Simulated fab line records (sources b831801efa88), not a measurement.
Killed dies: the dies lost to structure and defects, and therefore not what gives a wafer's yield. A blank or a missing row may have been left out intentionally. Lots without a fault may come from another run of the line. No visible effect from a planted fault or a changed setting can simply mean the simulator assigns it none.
The tool behind it: which one?    flow gf180mcu    6 lots with 18 wafers sampled at 2 steps, on a route of 602 steps

WHAT EACH GAUGE READ, for each wafer
GF_NWELL_TW_MEAS_11.
lot   measured     on             NWELL_TW
L785  day 3 20:29  film_metro-02  1532 1536 1521
L789  day 4 07:11  film_metro-02  1536 1532 1529
L792  day 5 02:38  film_metro-01  1895 1901 1899
L798  day 6 11:20  film_metro-01  1554 1546 1558
L806  day 8 11:20  film_metro-01  1545 1551 1546
L807  day 9 00:46  film_metro-01  1562 1572 1575

WHAT TOOL EACH LOT RAN ON (gives the tool, then ch and the chambers of the sampled wafers, and finally the start)
lot   GF_NWELL_IMPLANT_09
L785  implanter-02 ch 0, day 3 20:14
L789  implanter-02 ch 0, day 4 06:56
L792  implanter-04 ch 0, day 5 02:23
L798  implanter-02 ch 0, day 6 11:05
L806  implanter-01 ch 0, day 8 11:06
L807  implanter-04 ch 0, day 9 00:31
- GF_NWELL_IMPLANT_09

THE ANSWER, worked out from the rows above alone
Rule: usual is defined by the lots themselves. Put in order of their means at a reading, lots are off if they are a third of the lots or fewer, leave a main group of 4 or more, and stand apart from it by a gap of 3 or more times the standard deviation of the main group's means; of several such gaps the widest counts. A main group is skipped when, at the precision printed for the reading in the tables above, its means are all equal. A lot without any number at a reading at which 4 lots or more have one is off too. All remaining lots with rows at the step are treated as sound.
Off: at GF_NWELL_TW_MEAS_11 (NWELL_TW), L792. For the main group the mean is 1546 and the standard deviation 15.
If a tool, at a process step before that reading, ran all the lots that are off and no sound lot after the first of them, it fits. The gauges at GF_NWELL_TW_MEAS_11 are tried like those tools. None of those tried fits.

WHAT THE SIMULATOR PUT IN
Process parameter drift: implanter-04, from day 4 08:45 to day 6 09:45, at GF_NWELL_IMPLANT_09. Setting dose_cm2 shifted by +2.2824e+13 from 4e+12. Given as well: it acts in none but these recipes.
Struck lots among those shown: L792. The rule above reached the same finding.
